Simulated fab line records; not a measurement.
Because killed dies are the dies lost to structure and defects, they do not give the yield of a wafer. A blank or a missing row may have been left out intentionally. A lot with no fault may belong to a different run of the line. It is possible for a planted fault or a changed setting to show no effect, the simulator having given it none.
A lot that was struck, set against a sound lot ; flow sfqLine ; 32 steps out of a route of 325
Sound: wafers L369.2, L369.4, L369.6. Wafers L371.2, L371.4, L371.6 were the ones struck. Last of all comes the cause.
At each step with rows: each side's tool, then ch and its chambers, then its first start. Under that, the readings that differ: sound wafers ; struck wafers ; difference of the means ; sigmas: that difference in standard deviations of wafers without a fault.
alike: readings whose means differ by less than 2 such deviations, and words and numbers that are the same on both sides. not compared: withheld readings, readings that some wafer has no value for, bounds like >300 that may hide the same value, and numbers for which the record gives no deviation and whose values overlap.
A row with sigmas, a row that says differs or no value, or rows on one side alone: a step with any of these is where the two part. Numbers that don't overlap but have no deviation are shown without sigmas and don't part them. A reading that every wafer of one side lacks parts them only if that side has two wafers or more.

SFQ_INCOMING_BOW_MEAS_900:
  sound on filmMetro-02 at day 2 16:01; struck on filmMetro-01 at day 3 02:01
  alike: INCOMING_BOW
then, 1 step without rows for these wafers: SFQ_TRILAYER_INCOMING_OXIDATION_002 (target thk 500 nm, ox time 4939 s).
SFQ_TRILAYER_L0_DEP_SPUTTER_003: material MoNx KI, target thk 40 nm, time 100 s.
  sound on pvdSputter-04 at day 2 18:29; struck on pvdSputter-03 at day 3 04:29
reading;sound;struck;difference;sigmas
cathodeDcPowerW (W);799.93 799.93 799.92;906.67 906.78 906.69;+106.79;+99 or more
model.MoNx_KI_of_TRILAYER_L0_DEP_SPUTTER_003.thkNm (nm);40.56 39.8 39.77;45.59 45.06 45.03;+5.18;
  alike: throttleValvePct
SFQ_L0_RS_MEAS_901: uses a four-point probe to measure.
  sound on filmMetro-04 at day 2 18:35; struck on filmMetro-02 at day 3 04:35
reading;sound;struck;difference;sigmas
L0_MONX_KI_RS (ohm/sq);42.8 43.6 43.7;38.1 38.6 38.6;-4.9;-11
SFQ_L0_THK_MEAS_902: measures by xrf.
  sound on filmMetro-04 at day 2 18:41; struck on filmMetro-02 at day 3 04:41
reading;sound;struck;difference;sigmas
L0_MONX_KI_THK (nm);41.0 40.2 40.1;45.9 45.4 45.2;+5.1;+11
then, 6 steps without rows for these wafers: SFQ_TRILAYER_L0_LITHO_COAT_010 (resist thk 62 nm); SFQ_TRILAYER_L0_LITHO_COAT_005 (resist thk 600 nm); SFQ_TRILAYER_L0_LITHO_SOFTBAKE_009; SFQ_TRILAYER_L0_LITHO_EXPOSE_006 (exposes mask L0, target cd 2000 nm); SFQ_TRILAYER_L0_LITHO_PEB_008 (peb time 60 s); SFQ_TRILAYER_L0_LITHO_DEVELOP_007 (time 60 s).
-- the record jumps here: 3 days lie between the struck wafers' starts before and after --
SFQ_TRILAYER_L0_BARC_OPEN_METAL_ETCH_010: etches BARC in O2, target depth 125 nm, time 41.7 s.
  sound on rieMetal-04 ch 0, day 5 22:13; struck on rieMetal-01 ch 0,1, day 6 08:51
  alike: drypumpMotorCurrentA, oesProductAu
  not compared: rfHoursCounterH
SFQ_TRILAYER_L0_ETCH_METAL_ETCH_008: etches MoNx KI in SF6/O2, stops on SiO2, target depth 50 nm, time 25 s.
  sound on rieMetal-04 ch 0, day 5 22:16; struck on rieMetal-01 ch 0,1, day 6 08:55
reading;sound;struck;difference;sigmas
oesProductAu (a.u.);0.882 0.873 0.872;0.941 0.936 0.944;+0.065;+9
  alike: drypumpMotorCurrentA
  not compared: rfHoursCounterH
then, 9 steps without rows for these wafers: SFQ_TRILAYER_L0_STRIP_STRIP_009 (strips in O2); SFQ_TRILAYER_L0_STRIP_SOLV_CLEAN_010 (cleans in NMP, time 600 s); SFQ_TRILAYER_L0_CAP_PECVD_011 (deposits SiO2 from SiH4/N2O, time 13.333 s, target thk 60 nm); SFQ_TRILAYER_L0_VIA_LITHO_COAT_018 (resist thk 62 nm); SFQ_TRILAYER_L0_VIA_LITHO_COAT_013 (resist thk 650 nm); SFQ_TRILAYER_L0_VIA_LITHO_SOFTBAKE_017; SFQ_TRILAYER_L0_VIA_LITHO_EXPOSE_014 (exposes mask L0V, target cd 700 nm); SFQ_TRILAYER_L0_VIA_LITHO_PEB_016 (peb time 60 s); SFQ_TRILAYER_L0_VIA_LITHO_DEVELOP_015 (time 60 s).
-- the record jumps here: 4 days lie between the struck wafers' starts before and after --
SFQ_L0V_OVL_MEAS_903:
  sound on overlay-01 at day 9 19:22; struck on overlay-01 at day 10 13:17
  alike: L0V_OVL
SFQ_TRILAYER_L0_VIA_BARC_OPEN_VIA_ETCH_021: etches BARC in O2, target depth 125 nm, time 41.7 s.
  sound on rieDiel-04 ch 0,1,3, day 9 19:24; struck on rieDiel-01 ch 0,3, day 10 13:19
  alike: drypumpMotorCurrentA, oesProductAu
  not compared: rfHoursCounterH
SFQ_TRILAYER_L0_VIA_ETCH_VIA_ETCH_016: etches SiO2 in CHF3, stops on MoNx KI, target depth 80 nm.
  sound on rieDiel-04 ch 0,1,3, day 9 19:26; struck on rieDiel-01 ch 0,3, day 10 13:22
  alike: drypumpMotorCurrentA, oesProductAu
SFQ_TRILAYER_L0_VIA_STRIP_STRIP_017: strips in O2.
  sound on rieMetal-04 ch 0,1, day 9 19:29; struck on rieMetal-04 ch 0,1, day 10 13:24
  alike: drypumpMotorCurrentA, oesProductAu
  not compared: rfHoursCounterH
then, 2 steps without rows for these wafers: SFQ_TRILAYER_L0_VIA_STRIP_SOLV_CLEAN_018 (cleans in NMP, time 600 s); SFQ_TRILAYER_M0_DEP_PRE_CLEAN_020 (time 15 s).
SFQ_TRILAYER_M0_DEP_SPUTTER_019: material Nb, target thk 200 nm, time 133.3 s.
  sound on pvdSputter-05 at day 9 20:17; struck on pvdSputter-05 at day 10 14:23
  alike: cathodeDcPowerW, resputterCathodeVoltageV, throttleValvePct
SFQ_M0_RS_MEAS_904: uses a four-point probe to measure.
  sound on filmMetro-04 at day 9 20:24; struck on filmMetro-04 at day 10 14:29
  alike: M0_NB_RS
then, 1 step without rows for these wafers: SFQ_TRILAYER_M0_LITHO_COAT_026 (resist thk 62 nm).
-- the record jumps here: 75 days lie between the struck wafers' starts before and after --
SFQ_M8_BOW_MEAS_951:
  sound on filmMetro-02 at day 85 02:56; struck on filmMetro-01 at day 85 06:05
reading;sound;struck;difference;sigmas
model.etest.l0.ohmSq;42.83 43.65 43.68;38.1 38.55 38.58;-5.0;
model.etest.l0v.linkOhm;43.74 44.54 44.58;39.01 39.45 39.48;-4.97;
model.etest.l0.ohmUm;21.42 21.82 21.86;19.04 19.27 19.3;-2.50;
  alike: M8_BOW

WHERE THEY PART
At SFQ_TRILAYER_L0_DEP_SPUTTER_003 first; at SFQ_TRILAYER_L0_ETCH_METAL_ETCH_008 last (within this record only). Later steps at which nothing parts them and some readings are alike: SFQ_L0V_OVL_MEAS_903, SFQ_TRILAYER_L0_VIA_BARC_OPEN_VIA_ETCH_021, SFQ_TRILAYER_L0_VIA_ETCH_VIA_ETCH_016, SFQ_TRILAYER_L0_VIA_STRIP_STRIP_017, SFQ_TRILAYER_M0_DEP_SPUTTER_019, SFQ_M0_RS_MEAS_904, SFQ_M8_BOW_MEAS_951.

WHY: what had been put in by the simulator
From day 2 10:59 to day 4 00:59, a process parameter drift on pvdSputter-03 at SFQ_TRILAYER_L0_DEP_SPUTTER_003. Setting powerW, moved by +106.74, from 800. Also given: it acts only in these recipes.
